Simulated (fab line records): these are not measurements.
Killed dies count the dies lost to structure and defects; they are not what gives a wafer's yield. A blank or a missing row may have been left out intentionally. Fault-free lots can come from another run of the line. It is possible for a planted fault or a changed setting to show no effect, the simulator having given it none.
Which tool is to blame? ; flow gf180mcu ; 13 lots, 39 wafers sampled, at 1 step of a route of 602

## WHAT THE GAUGES SHOWED, per wafer
GF_STI_THK_MEAS_22.
lot;measured;on;STI_OXIDATION_01_THK (nm)
L634;day 2 04:54;film-metro-04;14.87 14.79 14.35
L635;day 2 08:57;film-metro-03;15.26 15.41 15.25
L636;day 2 13:39;film-metro-02;14.49 14.52 14.56
L637;day 2 19:13;film-metro-03;14.99 15.14 15.08
L638;day 3 00:16;film-metro-03;15.36 15.25 15.02
L641;day 3 15:47;film-metro-03;15.02 14.98 14.92
L642;day 3 21:36;film-metro-02;14.73 14.86 15.07
L643;day 4 01:30;film-metro-02;15.10 15.11 14.94
L644;day 4 07:07;film-metro-03;15.20 15.17 15.10
L645;day 4 13:31;film-metro-02;15.04 14.74 14.88
L653;day 6 06:59;film-metro-03;15.47 15.50 15.61
L654;day 6 10:37;film-metro-04;14.61 14.60 14.76
L656;day 6 20:11;film-metro-03;14.62 14.78 15.00

## EACH LOT AND THE TOOL THAT RAN IT (in order: tool; ch and the chambers of the sampled wafers; start)
The record shows no process step preceding these readings.

## AS READ BY THE TOOLS THEMSELVES (means over the sampled wafers that have a number; for cases with no such wafer, the mark the record gives instead)
The record holds no such reading with a usual standard deviation.

## THE ANSWER, worked out from the rows above alone
Rule: the usual values come from the lots themselves. The widest of any qualifying gaps counts: lots, ordered by their means at a reading, are off when they make up no more than a third of the lots, leave a main group of 4 or more, and stand apart from it by 3 or more times the standard deviation of that group's means. Not used: any main group whose means are identical at the precision the tables above print for the reading. Also off: a lot with no number at a reading for which 4 or more lots have one. All remaining lots with rows at the step are treated as sound. The gauges are gone through in route order, then the tools' own readings, and for those a lot's mean is taken as printed above. The first step at which some lot is off is used, and at that step the reading that is off furthest; a lot without a number counts as furthest.
Nothing can be told from this: no lot is off at any reading shown.

## WHAT WAS PUT IN BY THE SIMULATOR
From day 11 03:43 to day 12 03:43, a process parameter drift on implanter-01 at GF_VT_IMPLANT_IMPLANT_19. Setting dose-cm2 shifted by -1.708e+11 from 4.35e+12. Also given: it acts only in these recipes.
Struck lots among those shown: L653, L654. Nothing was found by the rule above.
